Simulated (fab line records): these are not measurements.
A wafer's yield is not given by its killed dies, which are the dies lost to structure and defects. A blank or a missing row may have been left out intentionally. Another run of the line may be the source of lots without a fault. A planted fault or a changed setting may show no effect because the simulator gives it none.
A struck lot beside a sound one -- flow sky130 -- 26 steps out of a route of 708
Sound: wafers L605.2, L605.4, L605.6. Wafers L606.2, L606.4, L606.5 were the ones struck. At the end, the cause is stated.
Each step with rows lists, per side, the tool, then ch with its chambers, then its first start. Under that, the readings that differ: sound wafers -- struck wafers -- difference of the means -- sigmas: that difference in standard deviations of wafers without a fault.
alike: words and numbers the same on both sides, and readings whose means are apart by under 2 such deviations; not compared: readings that were withheld, readings missing a value for some wafer, numbers with overlapping values and no deviation given by the record, and bounds like >300 which may hide the same value.
A row with sigmas, a row that says differs or no value, or rows on one side alone: a step with any of these is where the two part. When numbers do not overlap yet have no deviation, they are printed without sigmas and do not part them. A reading missing from all wafers of one side parts the sides only when that side holds two or more wafers.

first, 3 steps without rows for these wafers: SKY_CAPM_EXPOSE_09 (exposes mask CAPM, target cd 1000 nm); SKY_CAPM_PEB_10; SKY_CAPM_DEVELOP_11 (develop time 60 s).
SKY_CAPM_OVL_MEAS_12:
  struck on overlay-02, day 41 02:43; sound on overlay-02, day 40 15:25
  alike: CAPM_OVL
SKY_CAPM_METAL_ETCH_13: etches TiN in Cl2/BCl3, stops on SiO2, target depth 220 nm, time 62.9 s.
  sound on rieMetal-04 ch 0, day 40 15:29; struck on rieMetal-01 ch 0,1, day 41 02:44
  alike: drypumpMotorCurrentA, oesProductAu, throttleValvePct
  not compared: rfHoursCounterH
SKY_CAPM_STRIP_14: strips in O2/N2.
  sound on plasmaAsher-01 ch 0,1, day 40 15:39; struck on plasmaAsher-01 ch 0,1, day 41 02:49
  alike: drypumpMotorCurrentA, n2FlowSccm, oesProductAu, stripTimeToEndpointS
  not compared: rfHoursCounterH
then, 6 steps without rows for these wafers: SKY_CAPM_STRIP_15 (strips in post etch residue remover, time 1200 s); SKY_CAPM_CLEAN_16 (cleans in IPA, time 180 s); SKY_CAPM_CLEAN_17 (cleans in O3/DIW); SKY_METAL3_DEHYDRATE_05 (time 60 s); SKY_METAL3_HMDS_06 (prime time 60 s); SKY_METAL3_COAT_07 (resist thk 60 nm).
SKY_METAL3_COAT_08: resist thk 1140 nm.
  sound on lithoTrack-04 ch 0, day 41 04:00; struck on lithoTrack-04 ch 0, day 41 14:00
reading,sound,struck,difference,sigmas
model.KrF-thick_of_METAL3_COAT_08.thkNm (nm),1141 1143 1143,1258 1261 1260,+117,
  alike: dispensePressureKPa
then, 4 steps without rows for these wafers: SKY_METAL3_SOFTBAKE_09 (time 90 s); SKY_METAL3_EXPOSE_10 (exposes mask MM3, target cd 300 nm); SKY_METAL3_PEB_11; SKY_METAL3_DEVELOP_12 (develop time 60 s).
SKY_METAL3_CD_MEAS_13: the cd target is 300 nm.
  struck on cdSem-02, day 42 03:32; sound on cdSem-02, day 41 16:09
  alike: cdNm
SKY_METAL3_OVL_MEAS_14:
  struck on overlay-01, day 42 03:38; sound on overlay-01, day 41 16:16
  alike: METAL3_OVL
SKY_METAL3_DESCUM_15: chemistry O2, time 8 s.
  sound on rieMetal-02 ch 0,1, day 41 16:17; struck on rieMetal-03 ch 0,1, day 42 03:40
reading,sound,struck,difference,sigmas
model.METAL3.cdNm (nm),301.2 301.4 302,304.8 304.5 304.4,+3.0,
  alike: drypumpMotorCurrentA, oesProductAu
  not compared: rfHoursCounterH
SKY_METAL3_ETCH_16: etches BARC in N2/H2, stops on SiO2, time 88.2 s, target depth 60 nm.
  sound on rieMetal-02 ch 0,1, day 41 16:19; struck on rieMetal-03 ch 0,1, day 42 03:42
  alike: drypumpMotorCurrentA, n2FlowSccm, oesProductAu, throttleValvePct
  not compared: rfHoursCounterH
SKY_METAL3_ETCH_17: etches SiO2 in C4F8/O2/Ar, stops on TiN, time 3.9 s, target depth 15 nm.
  sound on rieDiel-03 ch 1,2, day 41 16:25; struck on rieDiel-03 ch 1,3, day 42 03:48
  alike: oesProductAu
  not compared: rfHoursCounterH, model.METAL3.cdNm
SKY_METAL3_METAL_ETCH_18: etches the open film in Cl2/BCl3, stops on SiO2, target depth 845 nm, time 183.1 s.
  sound on rieMetal-03 ch 0,1, day 41 16:26; struck on rieMetal-02 ch 0,1, day 42 03:49
reading,sound,struck,difference,sigmas
model.KrF-thick_of_METAL3_COAT_08.thkNm (nm),508.1 494.4 514.5,656.8 642.7 644.2,+142.2,
  alike: drypumpMotorCurrentA, oesProductAu, throttleValvePct
  not compared: rfHoursCounterH
SKY_METAL3_STRIP_19: strips in O2/N2.
  sound on plasmaAsher-02 ch 0,1, day 41 16:37; struck on plasmaAsher-03 ch 0,1, day 42 04:00
reading,sound,struck,difference,sigmas
oesProductAu (a.u.),0.500 0.481 0.501,0.545 0.553 0.557,+0.058,+7
stripTimeToEndpointS (s),6.35 6.21 6.41,7.81 7.68 7.70,+1.41,+9
  alike: drypumpMotorCurrentA, n2FlowSccm
  not compared: rfHoursCounterH
then, 1 step without rows for these wafers: SKY_METAL3_STRIP_20 (strips in post etch residue remover, time 1200 s).
-- the record jumps here: 7 days lie between the struck wafers' starts before and after (it left off in module METAL3 and takes up again in module PAD_OPEN, whose first step shown is number 708 of the route) --
SKY_PAD_OPEN_PROBE_99:
  the record has rows for the struck wafers here (prober-01, day 48 17:32) and none for the sound ones

## WHERE THEY PART
First at SKY_METAL3_STRIP_19; last, within this record, at SKY_PAD_OPEN_PROBE_99.

WHY: whatever the simulator had introduced
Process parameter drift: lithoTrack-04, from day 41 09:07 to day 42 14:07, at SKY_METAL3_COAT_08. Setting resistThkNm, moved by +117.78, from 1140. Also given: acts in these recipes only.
